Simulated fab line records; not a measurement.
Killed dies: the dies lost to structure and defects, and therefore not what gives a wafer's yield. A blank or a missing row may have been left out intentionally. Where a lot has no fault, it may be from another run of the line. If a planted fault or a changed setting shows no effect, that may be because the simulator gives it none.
What tool caused it? -- flow sky130 -- 14 lots with 42 wafers sampled at 4 steps, on a route of 708 steps

## WHAT THE GAUGES SHOWED, per wafer
SKY_CAP2M_RS_MEAS_03: uses a four-point probe to measure.
lot,measured,on,CAP2M_TIN_RS (ohm/sq)
L695,day 39 19:59,film metro-03,6.95 7.09 6.89
L697,day 40 10:04,film metro-02,6.90 6.87 6.80
L700,day 41 15:52,film metro-03,6.91 6.88 6.92
L702,day 42 11:34,film metro-02,6.94 6.91 6.89
L703,day 42 12:50,film metro-03,6.90 6.92 6.95
L708,day 43 18:32,film metro-03,6.90 6.95 6.93
L709,day 43 19:01,film metro-03,6.99 6.89 6.98
L710,day 44 00:35,film metro-03,6.84 6.89 6.81
L711,day 44 09:49,film metro-02,6.85 6.89 6.85
L712,day 44 15:37,film metro-03,6.97 6.93 6.94
L713,day 45 00:09,film metro-04,6.84 6.88 6.91
L714,day 45 06:04,film metro-04,6.82 6.94 6.79
L716,day 45 10:54,film metro-02,7.02 6.97 6.91
L718,day 46 02:12,film metro-03,6.85 6.92 6.91

SKY_METAL5_THK_MEAS_06: measures by xrf.
lot,measured,on,METAL5_ALCU_THK (nm)
L695,day 42 22:51,film metro-01,1154 1143 1168
L697,day 43 12:16,film metro-01,1150 1154 1142
L700,day 44 16:57,film metro-01,1141 1156 1140
L702,day 45 10:53,film metro-03,1330 1310 1331 1329 1302 1330
L703,day 45 13:46,film metro-01,1356 1360 1371 1361 1351 1364
L708,day 46 15:23,film metro-01,1142 1129 1127
L709,day 46 15:54,film metro-01,1129 1123 1125
L710,day 46 20:22,film metro-04,1146 1166 1142
L711,day 47 03:59,film metro-01,1133 1130 1127
L712,day 47 09:04,film metro-04,1133 1133 1128
L713,day 47 16:49,film metro-04,1152 1150 1145
L714,day 47 22:37,film metro-04,1133 1132 1145
L716,day 48 03:21,film metro-03,1147 1159 1140
L718,day 48 18:35,film metro-03,1146 1165 1146

## TOOL THAT RAN EACH LOT (tool first, then ch and the chambers of the sampled wafers, then the start)
lot,SKY_METAL4_STRIP_19,SKY_METAL5_SPUTTER_04
L695,"plasma asher-02 ch 0,1, day 41 20:53","pvd sputter-02, day 42 22:41"
L697,"plasma asher-04 ch 0,1, day 42 10:57","pvd sputter-03, day 43 12:05"
L700,"plasma asher-01 ch 0,1, day 43 15:33","pvd sputter-04, day 44 16:46"
L702,"plasma asher-02 ch 0,1, day 44 09:01","pvd sputter-04, day 45 09:34"
L703,"plasma asher-02 ch 0,1, day 44 11:07","pvd sputter-03, day 45 11:17"
L708,"plasma asher-04 ch 0,1, day 45 16:13","pvd sputter-04, day 46 15:12"
L709,"plasma asher-02 ch 0,1, day 45 16:16","pvd sputter-04, day 46 15:43"
L710,"plasma asher-01 ch 0,1, day 45 21:17","pvd sputter-02, day 46 20:12"
L711,"plasma asher-04 ch 0,1, day 46 05:49","pvd sputter-04, day 47 03:49"
L712,"plasma asher-02 ch 0,1, day 46 10:32","pvd sputter-04, day 47 08:54"
L713,"plasma asher-04 ch 0,1, day 46 18:20","pvd sputter-02, day 47 16:38"
L714,"plasma asher-02 ch 0,1, day 46 23:53","pvd sputter-03, day 47 22:26"
L716,"plasma asher-02 ch 0,1, day 47 05:17","pvd sputter-03, day 48 03:09"
L718,"plasma asher-01 ch 0,1, day 47 20:27","pvd sputter-02, day 48 18:25"
- SKY_METAL4_STRIP_19: strips in O2/N2.
- SKY_METAL5_SPUTTER_04: material TiN, target thk 70 nm, time 58.3 s.

## AS READ BY THE TOOLS THEMSELVES (means over the sampled wafers that have a number; for cases with no such wafer, the mark the record gives instead)
SKY_METAL4_STRIP_19.
lot,tool,drypump motor current A (A),oes product au (a.u.),strip time to endpoint s (s)
L695,plasma asher-02,5.7,0.500,6.49
L697,plasma asher-04,6.3,0.505,6.64
L700,plasma asher-01,6.1,0.505,6.57
L702,plasma asher-02,5.2,0.504,6.59
L703,plasma asher-02,5.2,0.505,6.67
L708,plasma asher-04,6.3,0.509,6.59
L709,plasma asher-02,5.6,0.505,6.57
L710,plasma asher-01,5.6,0.513,6.64
L711,plasma asher-04,6.3,0.510,6.65
L712,plasma asher-02,5.2,0.512,6.72
L713,plasma asher-04,6.3,0.504,6.56
L714,plasma asher-02,5.2,0.513,6.73
L716,plasma asher-02,5.2,0.511,6.70
L718,plasma asher-01,6.1,0.501,6.50

SKY_METAL5_SPUTTER_04.
lot,tool,cathode dc power W (W),chamber pressure pa (Pa),throttle valve pct (%)
L695,pvd sputter-02,6500.6,0.3999,29.8
L697,pvd sputter-03,6500.0,0.4002,30.6
L700,pvd sputter-04,6500.5,0.3996,30.1
L702,pvd sputter-04,-,-,-
L703,pvd sputter-03,-,-,-
L708,pvd sputter-04,6500.8,0.4005,30.0
L709,pvd sputter-04,6500.1,0.3990,29.9
L710,pvd sputter-02,6500.3,0.3992,30.1
L711,pvd sputter-04,6498.5,0.3995,30.0
L712,pvd sputter-04,6499.7,0.4003,30.1
L713,pvd sputter-02,6500.2,0.3997,30.1
L714,pvd sputter-03,6500.8,0.3998,31.1
L716,pvd sputter-03,6501.6,0.3999,30.6
L718,pvd sputter-02,6499.3,0.3994,29.9

## THE ANSWER, worked out from the rows above alone
Rule: usual is defined by the lots themselves. Put in order of their means at a reading, lots are off if they are a third of the lots or fewer, leave a main group of 4 or more, and stand apart from it by a gap of 3 or more times the standard deviation of the main group's means; of several such gaps the widest counts. The tables above print the reading to a certain number of digits; a main group whose means all agree to those digits is not used. A lot without any number at a reading at which 4 lots or more have one is off too. Any other lot the step has rows for is counted as sound. Order of review: gauges by route order, followed by the tools' own readings, for which a lot's mean as printed above is used. At the first step where some lot is off, the reading lying furthest off is the one used; lots without a number count as furthest.
Off: at SKY_METAL5_THK_MEAS_06 (METAL5_ALCU_THK), L702, L703. For the main group the mean is 1142 nm and the standard deviation 9.8.
If a tool, at a process step before that reading, ran all the lots that are off and no sound lot after the first of them, it fits. The gauges at SKY_METAL5_THK_MEAS_06 aren't tried: what is off there is off at SKY_METAL5_SPUTTER_04 too, on other tools, and a gauge's error can't cause that. Not one of the candidates tried fits.

## WHAT THE SIMULATOR PUT IN
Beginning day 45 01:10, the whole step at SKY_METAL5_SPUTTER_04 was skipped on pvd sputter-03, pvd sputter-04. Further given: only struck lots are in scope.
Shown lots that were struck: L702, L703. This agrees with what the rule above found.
